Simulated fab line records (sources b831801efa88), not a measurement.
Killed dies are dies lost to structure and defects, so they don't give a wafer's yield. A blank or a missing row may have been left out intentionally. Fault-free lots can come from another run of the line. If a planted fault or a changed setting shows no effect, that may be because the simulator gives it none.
Which tool did it?    flow sky130    6 lots with 17 wafers sampled at 2 steps, on a route of 708 steps

## WHAT THE GAUGES SHOWED, per wafer
SKY_DNWELL_TW_MEAS_09.
lot   measured     on             DNWELL_TW
L488  day 3 11:01  film-metro-01  1131 1128 1124
L490  day 3 22:22  film-metro-03  1128 1131 1127
L496  day 5 22:24  film-metro-02  1119 1199 1114 1197
L500  day 6 14:01  film-metro-03  1137 1132 1132
L505  day 7 04:38  film-metro-02  1121 1115 1124
L509  day 8 05:49  film-metro-02  1120 1124 1119

## TOOL THAT RAN EACH LOT (tool first, then ch and the chambers of the sampled wafers, then the start)
lot   SKY_DNWELL_IMPLANT_07
L488  implanter-01 ch 0, day 3 10:46
L490  implanter-01 ch 0, day 3 22:07
L496  implanter-01 ch 0, day 5 22:12
L500  implanter-03 ch 0, day 6 13:46
L505  implanter-03 ch 0, day 7 04:25
L509  implanter-03 ch 0, day 8 05:34
- SKY_DNWELL_IMPLANT_07

## THE ANSWER, worked out from the rows above alone
Rule: what is usual is taken from the lots themselves. Put in order of their means at a reading, lots are off if they are a third of the lots or fewer, leave a main group of 4 or more, and stand apart from it by a gap of 3 or more times the standard deviation of the main group's means; of several such gaps the widest counts. A main group is skipped when, at the precision printed for the reading in the tables above, its means are all equal. Also off: a lot with no number at a reading for which 4 or more lots have one. Where the step has rows for the other lots, those lots are counted as sound.
Off: L496, at SKY_DNWELL_TW_MEAS_09 (DNWELL_TW). Main group: mean 1126, sd 5.1.
A tool fits if, at a process step before that reading, it ran every lot that is off, and no sound lot after the first of them. Gauges at SKY_DNWELL_TW_MEAS_09: tried the same way as those tools. One candidate fits, namely implanter-01 at SKY_DNWELL_IMPLANT_07. A fault onset in the window from L490 (day 3 22:07, its last sound lot) to L496 (day 5 22:12, its first lot off) fits.

## WHAT THE SIMULATOR HAD PUT IN
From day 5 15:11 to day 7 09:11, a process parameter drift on implanter-01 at SKY_DNWELL_IMPLANT_07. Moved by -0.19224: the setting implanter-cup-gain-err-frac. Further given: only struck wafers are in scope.
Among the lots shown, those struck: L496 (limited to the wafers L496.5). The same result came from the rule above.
